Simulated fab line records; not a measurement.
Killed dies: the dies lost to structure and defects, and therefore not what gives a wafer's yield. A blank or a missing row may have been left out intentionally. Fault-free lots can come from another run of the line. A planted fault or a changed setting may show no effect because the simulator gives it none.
2 desks, one fault || flow gf180mcu || each desk holds nothing but its own numbers, with what lay behind them at the end

## DESK OF THE TOOL OWNER: implanter-03
The tool's own readings at GF_HV_LDD_IMPLANT_09, given as means over the sampled wafers that have a number, one for each lot that went through this tool. If a lot's mean is further than 4 standard deviations from the usual mean, the lot is out of limits and carries the mark OUT (the distance appears in the brackets).
Columns: A = dose_ions_cm2 at GF_HV_LDD_IMPLANT_09, usual 1.0001e+14; B = faraday_current_uA at GF_HV_LDD_IMPLANT_09, usual 564; C = tilt_deg at GF_HV_LDD_IMPLANT_09, usual 7.002 degrees
{"lot": "L904", "first seen here": "day 10 01:46", "A": 9.9997e+13, "B": 558, "C": 7.001}
{"lot": "L907", "first seen here": "day 11 01:14", "A": 1.0005e+14, "B": 556, "C": 6.991}
{"lot": "L908", "first seen here": "day 11 09:01", "A": 9.9943e+13, "B": 564, "C": 7.013}
{"lot": "L909", "first seen here": "day 12 01:05", "A": 9.9983e+13, "B": 569, "C": 7.048}
{"lot": "L913", "first seen here": "day 12 20:29", "A": 1.0001e+14, "B": 559, "C": 7.003}
{"lot": "L915", "first seen here": "day 13 14:06", "A": 9.9977e+13, "B": 572, "C": 6.985}
{"lot": "L916", "first seen here": "day 13 16:14", "A": "8.4180e+13 (-99 or more) OUT", "B": "471 (-8.5) OUT", "C": 6.996}
{"lot": "L917", "first seen here": "day 14 03:01", "A": "8.4283e+13 (-99 or more) OUT", "B": "477 (-7.9) OUT", "C": 7.019}
This desk's finding: out of limits on L916, L917; first on L916, day 13 16:14 (dose_ions_cm2 at GF_HV_LDD_IMPLANT_09). In limits: L904, L907, L908, L909, L913, L915.

## AT THE METROLOGY DESK
What the gauges read for every lot (on any tool): the sampled wafers with a number, averaged. If a lot's mean is further than 4 standard deviations from the usual mean, the lot is out of limits and carries the mark OUT (the distance appears in the brackets).
Columns: A = HV_LDD_RS at GF_HV_LDD_RS_MEAS_53, usual 418.7 ohm/sq; B = V1_W_RS at GF_V1_RS_MEAS_24, usual 0.329 ohm/sq
{"lot": "L904", "first seen here": "day 12 10:01", "A": 419.3, "B": 0.331}
{"lot": "L907", "first seen here": "day 13 12:19", "A": 418.6, "B": 0.328}
{"lot": "L908", "first seen here": "day 13 20:36", "A": 419.0, "B": 0.325}
{"lot": "L910", "first seen here": "day 14 15:07", "A": 417.7, "B": 0.332}
{"lot": "L909", "first seen here": "day 14 15:13", "A": 417.8, "B": 0.329}
{"lot": "L911", "first seen here": "day 15 02:21", "A": 419.6, "B": 0.327}
{"lot": "L913", "first seen here": "day 15 12:31", "A": 419.6, "B": 0.326}
{"lot": "L915", "first seen here": "day 16 07:44", "A": 418.0, "B": 0.326}
{"lot": "L916", "first seen here": "day 16 09:57", "A": "450.7 (+41) OUT", "B": 0.330}
{"lot": "L917", "first seen here": "day 16 22:07", "A": "450.8 (+41) OUT", "B": 0.329}
{"lot": "L918", "first seen here": "day 17 00:13", "A": 418.5, "B": 0.333}
{"lot": "L924", "first seen here": "day 19 01:27", "A": 418.4, "B": 0.330}
{"lot": "L927", "first seen here": "day 20 04:34", "A": 419.7, "B": 0.328}
Per this desk, out of limits: L916, L917; the first was L916, day 16 09:57 (HV_LDD_RS at GF_HV_LDD_RS_MEAS_53). In limits: L904, L907, L908, L910, L909, L911, L913, L915, L918, L924, L927.

## BROUGHT TOGETHER
An alarm could have come from the tool owner's desk at day 13 16:14, on L916, L917.
Metrology desk: alarm possible at day 16 09:57 on L916, L917.
On implanter-03, each named lot ran GF_HV_LDD_IMPLANT_09.

## WHAT THE SIMULATOR HAD PUT IN
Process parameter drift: implanter-03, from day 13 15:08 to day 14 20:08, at GF_HV_LDD_IMPLANT_09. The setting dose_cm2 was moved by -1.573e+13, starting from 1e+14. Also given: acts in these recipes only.
Lots struck among those shown: L916, L917.
Time in hours from fault onset to the first out-of-limits reading at each desk: tool owner's desk 1, metrology desk 67.
